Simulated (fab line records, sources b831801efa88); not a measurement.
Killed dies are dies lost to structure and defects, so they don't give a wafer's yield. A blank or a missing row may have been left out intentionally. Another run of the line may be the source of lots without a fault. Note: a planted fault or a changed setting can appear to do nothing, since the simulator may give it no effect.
Which tool is to blame?	flow sky130	7 lots, 21 wafers sampled, at 2 steps of a route of 708

== WHAT THE GAUGES SHOWED, per wafer ==
SKY_POLY_GATE_THK_MEAS_01.
lot	measured	on	POLY_GATE_CVD_00_THK (nm)
L521	day 14 19:36	filmMetro-01	175.2 175.2 175.9
L523	day 15 03:29	filmMetro-01	177.8 178.6 177.0
L528	day 16 16:50	filmMetro-01	178.4 179.4 179.3
L530	day 17 11:35	filmMetro-01	182.9 181.6 180.2
L537	day 20 03:52	filmMetro-01	179.8 179.7 180.5
L540	day 21 03:29	filmMetro-02	180.3 178.2 179.5
L542	day 21 18:20	filmMetro-04	180.1 182.2 180.1

== WHICH TOOL RAN EACH LOT (tool, then ch and the chambers of the sampled wafers, then the start) ==
lot	SKY_GATE_OXIDE_STRIP_13
L521	plasmaAsher-02 ch 0,1, day 14 15:50
L523	plasmaAsher-03 ch 0,1, day 15 00:32
L528	plasmaAsher-01 ch 0,1, day 16 13:49
L530	plasmaAsher-03 ch 0,1, day 17 06:35
L537	plasmaAsher-02 ch 0,1, day 20 00:55
L540	plasmaAsher-01 ch 0,1, day 21 00:32
L542	plasmaAsher-02 ch 0,1, day 21 15:23
- SKY_GATE_OXIDE_STRIP_13: strips in O2/N2.

== THE ANSWER, worked out from the rows above alone ==
Rule: the lots themselves supply what counts as usual. Put in order of their means at a reading, lots are off if they are a third of the lots or fewer, leave a main group of 4 or more, and stand apart from it by a gap of 3 or more times the standard deviation of the main group's means; of several such gaps the widest counts. The tables above print the reading to a certain number of digits; a main group whose means all agree to those digits is not used. A lot without any number at a reading at which 4 lots or more have one is off too. Where the step has rows for the other lots, those lots are counted as sound.
Nothing can be told from this: no lot is off at any reading shown.

== WHAT THE SIMULATOR PUT IN ==
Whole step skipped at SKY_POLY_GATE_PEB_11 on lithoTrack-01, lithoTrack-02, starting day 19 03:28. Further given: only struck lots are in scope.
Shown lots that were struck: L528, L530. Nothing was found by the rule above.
